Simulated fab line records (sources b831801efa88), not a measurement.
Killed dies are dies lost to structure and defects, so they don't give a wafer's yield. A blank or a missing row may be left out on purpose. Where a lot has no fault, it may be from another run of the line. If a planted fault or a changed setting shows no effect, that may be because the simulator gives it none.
8D (eight disciplines) problem report, filled in by code / flow gf180mcu / the parts of the form that need people (team, actions taken, sign-off) are left out

1. THE PROBLEM
Wafers free of any fault read 46.09 ohm/sq (standard deviation 0.099) for NSD_RS at GF_PSD_RS_MEAS_14, against a mean of 44.66 ohm/sq on 6 wafers of 2 lots. That is -14 standard deviations from the usual mean.
The step: measures by four-point-probe.
Seen first at day 19 18:31 on film_metro-03, wafer L691.3. At this step, 36 wafers from 12 lots have a number in the record. Rule for "out" (also "out of limits"): further than 4 standard deviations from the usual mean. The rest of the wafers with a number are treated as sound.

2. WHAT IT IS AND WHAT IT IS NOT
question=which readings at this step | is=NSD_RS | is not=-
question=which lots | is=L691, L693 | is not=L677, L679, L682, L685, L687, L689, L696, L697, L698, L700
question=which wafers of those lots | is=all that have a number | is not=-
question=read on which gauges | is=film_metro-03 | is not=film_metro-01, film_metro-04
question=when | is=from day 19 18:31 | is not=up to then (18 sound wafers); but 12 sound wafers of L696, L697, L698, L700 came after

3. THE SUSPECTS, EACH WITH WHAT RULES IT OUT
Counting: a tool stays on the suspect list if, at a process step up to the reading, it processed all lots that are out and no sound lot following the first of them.
- the gauge at GF_PSD_RS_MEAS_14: ruled out. All the wafers that are out were read on film_metro-03, but those of them that GF_NSD_IMPLANT_09 has rows for are out there too, on other tools.
- rtp_anneal-02 at GF_HV_LDD_RTA_52 (time 10 s): ruled out as a lasting fault. Following L691 (day 17 13:32), the first lot on it that is out, the sound lots L698 were run on it.
- implanter-04 at GF_NSD_IMPLANT_09: kept. It processed each lot that is out, first L691 at day 18 17:31, and no sound lot thereafter; up to then, the last sound lot it processed was L689 at day 17 19:17. On those wafers its own readings are out: beam_on_s, dose_ions_cm2.
- plasma_asher-02 at GF_NSD_STRIP_11 (strips in O2/N2): ruled out as a lasting fault. Following L691 (day 18 17:48), the first lot on it that is out, the sound lots L696 were run on it.
The count leaves implanter-04 at GF_NSD_IMPLANT_09.

4. THE CAUSE (what the simulator had put in)
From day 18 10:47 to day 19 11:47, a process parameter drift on implanter-04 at GF_NSD_IMPLANT_09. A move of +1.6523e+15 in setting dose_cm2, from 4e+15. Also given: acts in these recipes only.
This tool alone remained once counting was done.

5. THE EFFECT CHAIN, in route order
Rows list readings where the struck wafers' mean (over those with a number) sits beyond 3 standard deviations from the usual. Readings are gone through only where the record gives a usual standard deviation; hours: the median, over the lots, of the time from a lot's start at the first step in this table giving one to that lot's start at this step; sigmas: the change measured in usual standard deviations.
hours=0; step=GF_NSD_IMPLANT_09; reading=beam_on_s; usual=17.2 s; on struck wafers=27.0; change=+9.8; sigmas=+4.9
hours=0; step=GF_NSD_IMPLANT_09; reading=dose_ions_cm2; usual=4e+15; on struck wafers=6e+15; change=+2e+15; sigmas=+99 or more
hours=0; step=GF_NSD_STRIP_11; reading=strip_time_to_endpoint_s; usual=23.12 s; on struck wafers=23.96; change=+0.84; sigmas=+21
hours=25; step=GF_PSD_RS_MEAS_14; reading=NSD_RS; usual=46.09 ohm/sq; on struck wafers=44.66; change=-1.43; sigmas=-14
Process steps it contains:
- GF_NSD_IMPLANT_09
- GF_NSD_STRIP_11: strips in O2/N2.

6. HOW IT WOULD HAVE BEEN CAUGHT EARLIER
The first out-of-limits reading at a measuring or inspecting step in this record came at day 19 18:31, 32 hours after the fault's start at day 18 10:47.
At GF_NSD_IMPLANT_09, the tool's own readings (beam_on_s, dose_ions_cm2) were out on each struck wafer the step has a row for, so an alarm limit on them would have fired on the first such wafer.
Each of the lots that are out, 2 in all, had begun GF_NSD_IMPLANT_09 on implanter-04 no later than day 19 18:31. Tool hold at that time: it would have spared none of them.
